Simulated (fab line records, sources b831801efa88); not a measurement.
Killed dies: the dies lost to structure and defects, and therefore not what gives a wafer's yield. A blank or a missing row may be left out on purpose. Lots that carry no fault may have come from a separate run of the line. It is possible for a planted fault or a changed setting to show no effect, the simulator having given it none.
Problem report, 8D (eight disciplines) form, completed by code    flow gf180mcu    the parts of the form that need people (team, actions taken, sign-off) are left out

1. PROBLEM STATEMENT
At GF_MIM_SPUTTER_08, chamber-pressure-pa averages 0.3615 Pa over 6 wafers from 2 lots, while fault-free wafers read 0.4000 Pa, standard deviation 0.00082. Relative to the usual mean, that is a shift of -47 standard deviations.
The step: material AlCu, target thk 200 nm, time 10.6 s.
First observed at day 27 23:55: wafer L796.1, on pvd-sputter-03. The record has a number at this step for 39 wafers belonging to 13 lots. The rule behind "out" and "out of limits": a value lying over 4 standard deviations away from the usual mean. All remaining wafers that have a number are taken as sound.

2. WHAT IT IS, AND WHAT IT ISN'T
question                     is                      is not
which readings at this step  chamber-pressure-pa     -
which lots                   L796, L797              L786, L787, L788, L791, L799, L800, L802, L803, L804, L807, L808
which wafers of those lots   all that have a number  -
read on which tools          pvd-sputter-03          pvd-sputter-02, pvd-sputter-04
when                         from day 27 23:55       up to then (12 sound wafers); but 21 sound wafers of L799, L800, L802, L803, L804, L807, L808 came after

3. WHAT RULES OUT EACH SUSPECT
Counting: a tool at a process step up to the reading stays a suspect if it ran every lot that is out and no sound lot after the first of them.
- pvd-sputter-02 at GF_M2_SPUTTER_03 (material Ti, target thk 10 nm, time 6.7 s): ruled out as a lasting fault. Following L796 (day 22 07:51), the first lot on it that is out, the sound lots L799, L800, L802, L807, L808 were run on it.
- pvd-sputter-03 at GF_MIM_SPUTTER_08 (material AlCu, target thk 200 nm, time 10.6 s): kept. Every lot that is out went through it, starting with L796 (day 27 23:55), and after that it ran no sound lot; the last sound lot it ran before then is L787 (day 24 19:54). Its own readings are out on those wafers: chamber-pressure-pa.
After counting, what remains is pvd-sputter-03 at GF_MIM_SPUTTER_08.

4. THE CAUSE (what the simulator had put in)
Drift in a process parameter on pvd-sputter-03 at GF_MIM_SPUTTER_08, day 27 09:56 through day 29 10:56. The setting chamber-pressure-pa was moved by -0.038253, starting from 0.4. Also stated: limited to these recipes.
The count eliminated every tool but this one.

5. THE EFFECT CHAIN, in route order
Rows list readings where the struck wafers' mean (over those with a number) sits beyond 3 standard deviations from the usual. Only readings whose record carries a usual standard deviation are examined. hours: median over the lots of the time between each lot's start at the first step of this table that gives one and its start at this step. sigmas: the change, counted in usual standard deviations.
hours  step               reading              usual      on struck wafers  change   sigmas
0      GF_MIM_SPUTTER_08  chamber-pressure-pa  0.4000 Pa  0.3615            -0.0385  -47
Its process steps:
- GF_MIM_SPUTTER_08: material AlCu, target thk 200 nm, time 10.6 s.

6. WHAT WOULD HAVE CAUGHT IT SOONER
In this record the first reading out of limits was taken at day 27 23:55, 14 hours after the fault began at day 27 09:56.
